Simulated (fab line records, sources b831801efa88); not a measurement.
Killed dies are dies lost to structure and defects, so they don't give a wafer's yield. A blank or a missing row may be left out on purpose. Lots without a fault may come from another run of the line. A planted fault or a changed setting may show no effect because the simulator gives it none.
One fault seen from 2 desks | flow gf180mcu | each desk has only its own numbers; what lay behind them comes last

THE METROLOGY DESK
What the gauges read, lot by lot, whatever tool the lot ran on: means of the sampled wafers that have a number. A lot is out of limits, marked OUT, if its mean lies more than 4 standard deviations from the usual mean; the brackets give that distance.
Columns: A = M1_OVL at GF_M1_OVL_MEAS_15, usual 3 nm; B = V1_OVL at GF_V1_OVL_MEAS_15, usual 4 nm
lot  | first seen here | A  | B
L101 | day 17 02:55    | 16 | 13
L102 | day 17 13:07    | 4  | 7
L103 | day 17 22:00    | 5  | 3
L108 | day 19 16:00    | 3  | 9
L110 | day 20 12:52    | 9  | 4
L111 | day 20 20:02    | -0 | 5
L114 | day 22 09:29    | -3 | 0
L118 | day 23 08:46    | 1  | 8
L119 | day 23 14:31    | 11 | -1
L120 | day 23 21:07    | 9  | 5
L121 | day 24 08:17    | 2  | 4
L122 | day 24 16:23    | -1 | 0
L123 | day 25 00:59    | 3  | 7
L124 | day 25 09:40    | 2  | -3
This desk's finding: nothing out of limits on any of the 14 lots.

THE TOOL OWNER'S DESK: litho_track-03
The tool's own readings at GF_V1_DEHYDRATE_06 (time 60 s): means of the sampled wafers that have a number, for each lot that ran on this tool. A lot is out of limits, marked OUT, if its mean lies more than 4 standard deviations from the usual mean; the brackets give that distance.
Columns: A = resist_line_temp_C at GF_V1_DEHYDRATE_06, usual 23.01 C; B = run_length_s at GF_V1_DEHYDRATE_06, usual 89.05 s
lot  | first seen here | A     | B
L103 | day 18 10:32    | 23.09 | 88.89
L108 | day 20 05:11    | 23.00 | 91.56 (+17) OUT
L110 | day 21 01:50    | 22.96 | 91.55 (+17) OUT
L123 | day 25 12:23    | 23.14 | 88.84
L124 | day 25 20:34    | 22.94 | 88.96
This desk's finding: out of limits on L108, L110; first on L108, day 20 05:11 (run_length_s at GF_V1_DEHYDRATE_06). In limits: L103, L123, L124.

PUT TOGETHER
The tool owner's desk could have raised an alarm at day 20 05:11, on L108, L110.
The metrology desk saw nothing out of limits.
The metrology desk has L108, L110 on record, within its limits.
Of the lots named, all ran GF_V1_DEHYDRATE_06 on litho_track-03.

WHAT THE SIMULATOR HAD PUT IN
Process parameter drift: litho_track-03, from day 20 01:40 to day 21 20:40, at GF_V1_DEHYDRATE_06. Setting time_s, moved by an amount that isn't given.
Lots struck among those shown: L108, L110.
Hours from the fault's start to each desk's first reading out of limits: the tool owner's desk, 4.
